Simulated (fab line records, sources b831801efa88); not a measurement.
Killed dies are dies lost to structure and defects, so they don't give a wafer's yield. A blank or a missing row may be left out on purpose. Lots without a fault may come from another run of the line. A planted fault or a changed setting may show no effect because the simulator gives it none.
Which tool did it? | flow sky130 | 13 lots, 39 wafers sampled, at 4 steps of a route of 708

WHAT THE GAUGES READ, wafer by wafer
SKY_RES_XHIGH_TW_MEAS_09. Usual: RES_XHIGH_TW 1636, standard deviation 15.
lot  | measured     | on            | RES_XHIGH_TW   | flag
L543 | day 26 22:22 | film_metro-03 | 1642 1645 1641 |
L544 | day 27 01:28 | film_metro-03 | 1643 1637 1635 |
L546 | day 27 16:03 | film_metro-03 | 1641 1635 1642 |
L547 | day 28 21:26 | film_metro-01 | 1606 1605 1607 |
L548 | day 29 06:13 | film_metro-01 | 1620 1622 1624 |
L549 | day 29 21:52 | film_metro-02 | 1649 1643 1638 |
L551 | day 30 04:00 | film_metro-02 | 1651 1641 1645 |
L552 | day 31 00:19 | film_metro-01 | 1628 1619 1606 |
L557 | day 31 20:48 | film_metro-02 | 1857 1868 1862 | OFF
L559 | day 31 22:07 | film_metro-02 | 1857 1865 1860 | OFF
L565 | day 34 00:26 | film_metro-02 | 1667 1653 1667 |
L564 | day 34 02:43 | film_metro-01 | 1626 1628 1620 |
L566 | day 34 10:24 | film_metro-01 | 1628 1628 1626 |

SKY_SD_N_RS_MEAS_18: measures by four-point-probe. Usual: RES_XHIGH_RS 333.1 ohm/sq, standard deviation 1.1.
lot  | measured     | on            | RES_XHIGH_RS (ohm/sq) | flag
L543 | day 28 03:50 | film_metro-02 | 331.4 332.8 332.1     |
L544 | day 28 07:03 | film_metro-01 | 335.0 335.7 334.3     |
L546 | day 28 21:09 | film_metro-01 | 334.4 334.0 332.7     |
L547 | day 30 02:11 | film_metro-01 | 332.6 332.4 332.7     |
L548 | day 30 11:17 | film_metro-02 | 332.6 331.8 332.6     |
L549 | day 31 02:20 | film_metro-03 | 332.0 332.8 333.6     |
L551 | day 31 08:23 | film_metro-02 | 332.4 332.1 333.8     |
L552 | day 32 05:16 | film_metro-03 | 332.3 333.0 333.5     |
L557 | day 33 01:02 | film_metro-03 | 241.9 242.5 242.5     | OFF
L559 | day 33 01:41 | film_metro-02 | 242.3 241.9 242.4     | OFF
L565 | day 35 04:07 | film_metro-02 | 332.6 331.2 332.3     |
L564 | day 35 06:07 | film_metro-03 | 332.4 332.5 332.1     |
L566 | day 35 14:03 | film_metro-03 | 334.0 334.3 333.0     |

WHICH TOOL RAN EACH LOT (tool, then ch and the chambers of the sampled wafers, then the start)
lot  | SKY_RES_XHIGH_IMPLANT_07        | SKY_RES_XHIGH_STRIP_08
L543 | implanter-03 ch 0, day 26 22:09 | plasma_asher-04 ch 0,1, day 26 22:17
L544 | implanter-03 ch 0, day 27 01:13 | plasma_asher-04 ch 0,1, day 27 01:22
L546 | implanter-04 ch 0, day 27 15:48 | plasma_asher-04 ch 0,1, day 27 15:57
L547 | implanter-04 ch 0, day 28 21:14 | plasma_asher-03 ch 0,1, day 28 21:20
L548 | implanter-02 ch 0, day 29 06:00 | plasma_asher-01 ch 0,1, day 29 06:08
L549 | implanter-02 ch 0, day 29 21:37 | plasma_asher-03 ch 0,1, day 29 21:46
L551 | implanter-02 ch 0, day 30 03:45 | plasma_asher-01 ch 0,1, day 30 03:54
L552 | implanter-03 ch 0, day 31 00:05 | plasma_asher-01 ch 0,1, day 31 00:12
L557 | implanter-02 ch 0, day 31 20:33 | plasma_asher-01 ch 0,1, day 31 20:42
L559 | implanter-02 ch 0, day 31 21:52 | plasma_asher-03 ch 0,1, day 31 22:01
L565 | implanter-04 ch 0, day 34 00:11 | plasma_asher-04 ch 1, day 34 00:19
L564 | implanter-03 ch 0, day 34 02:29 | plasma_asher-03 ch 0,1, day 34 02:37
L566 | implanter-04 ch 0, day 34 10:09 | plasma_asher-04 ch 0,1, day 34 10:18
- SKY_RES_XHIGH_IMPLANT_07
- SKY_RES_XHIGH_STRIP_08: strips in O2/N2.

WHAT THE TOOLS THEMSELVES READ (means of the sampled wafers that have a number; where no wafer has one, the mark that the record gives instead)
SKY_RES_XHIGH_IMPLANT_07. Usual: beam_on_s 41.5 s, standard deviation 2.3; dose_ions_cm2 3.601e+14, standard deviation 3.9e+11.
lot  | tool         | beam_on_s (s) | dose_ions_cm2 | flag
L543 | implanter-03 | 42.7          | 3.601e+14     |
L544 | implanter-03 | 41.6          | 3.600e+14     |
L546 | implanter-04 | 44.2          | 3.601e+14     |
L547 | implanter-04 | 43.3          | 3.596e+14     |
L548 | implanter-02 | 38.0          | 3.602e+14     |
L549 | implanter-02 | 39.0          | 3.600e+14     |
L551 | implanter-02 | 38.7          | 3.603e+14     |
L552 | implanter-03 | 41.7          | 3.597e+14     |
L557 | implanter-02 | 57.8          | 5.356e+14     | OFF
L559 | implanter-02 | 57.0          | 5.356e+14     | OFF
L565 | implanter-04 | 43.7          | 3.599e+14     |
L564 | implanter-03 | 42.4          | 3.597e+14     |
L566 | implanter-04 | 43.8          | 3.598e+14     |

SKY_RES_XHIGH_STRIP_08. Usual: chamber_pressure_mTorr 1499.9 mTorr, standard deviation 1.4; drypump_motor_current_A 5.7 A, standard deviation 0.31; oes_product_au 0.711 a.u., standard deviation 0.0047; strip_time_to_endpoint_s 14.27 s, standard deviation 0.044.
lot  | tool            | chamber_pressure_mTorr (mTorr) | drypump_motor_current_A (A) | oes_product_au (a.u.) | strip_time_to_endpoint_s (s) | flag
L543 | plasma_asher-04 | 1500.4                         | 5.7                         | 0.713                 | 14.27                        |
L544 | plasma_asher-04 | 1499.4                         | 5.4                         | 0.710                 | 14.28                        |
L546 | plasma_asher-04 | 1501.1                         | 5.7                         | 0.711                 | 14.31                        |
L547 | plasma_asher-03 | 1499.5                         | 5.8                         | 0.712                 | 14.26                        |
L548 | plasma_asher-01 | 1500.4                         | 5.8                         | 0.711                 | 14.23                        |
L549 | plasma_asher-03 | 1500.0                         | 5.8                         | 0.711                 | 14.18                        |
L551 | plasma_asher-01 | 1498.2                         | 5.6                         | 0.715                 | 14.29                        |
L552 | plasma_asher-01 | 1500.1                         | 5.6                         | 0.712                 | 14.34                        |
L557 | plasma_asher-01 | 1499.4                         | 5.6                         | 0.697                 | 14.64                        | OFF
L559 | plasma_asher-03 | 1499.3                         | 5.8                         | 0.692                 | 14.63                        | OFF
L565 | plasma_asher-04 | 1499.5                         | 5.2                         | 0.713                 | 14.36                        |
L564 | plasma_asher-03 | 1499.8                         | 5.7                         | 0.708                 | 14.31                        |
L566 | plasma_asher-04 | 1500.4                         | 5.7                         | 0.712                 | 14.27                        |

THE ANSWER, worked out from the rows above alone
Rule: a lot is off if the mean of its wafers that have a number lies more than 3 standard deviations from the usual mean. A lot without any number at a reading at which 4 lots or more have one is off too. The other lots that the step has rows for count as sound. The gauges are gone through in route order, then the tools' own readings, and for those a lot's mean is taken as printed above. The first step at which some lot is off is used, and at that step the reading that is off furthest; a lot without a number counts as furthest.
Off: L557, L559, at SKY_RES_XHIGH_TW_MEAS_09 (RES_XHIGH_TW).
A tool fits if, at a process step before that reading, it ran every lot that is off, and no sound lot after the first of them. The gauges at SKY_RES_XHIGH_TW_MEAS_09 aren't tried: what is off there is off at SKY_RES_XHIGH_IMPLANT_07 too, on other tools, and a gauge's error can't cause that. One fits: implanter-02 at SKY_RES_XHIGH_IMPLANT_07. Its last sound lot is L551 (day 30 03:45), its first lot that is off L557 (day 31 20:33): a fault that began between those two fits.
The tool's own readings at SKY_RES_XHIGH_IMPLANT_07 bear it out: on the lots that are off they differ by more than 5 times the standard deviation of the sound lots' means. beam_on_s reads 57.4 s there against 41.7 s on the sound lots; dose_ions_cm2 reads 5.356e+14 there against 3.599e+14 on the sound lots.

WHAT THE SIMULATOR HAD PUT IN
Process parameter drift: implanter-02, from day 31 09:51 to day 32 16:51, at SKY_RES_XHIGH_IMPLANT_07. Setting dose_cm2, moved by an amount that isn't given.
Lots struck among those shown: L557, L559. The rule above found the same.
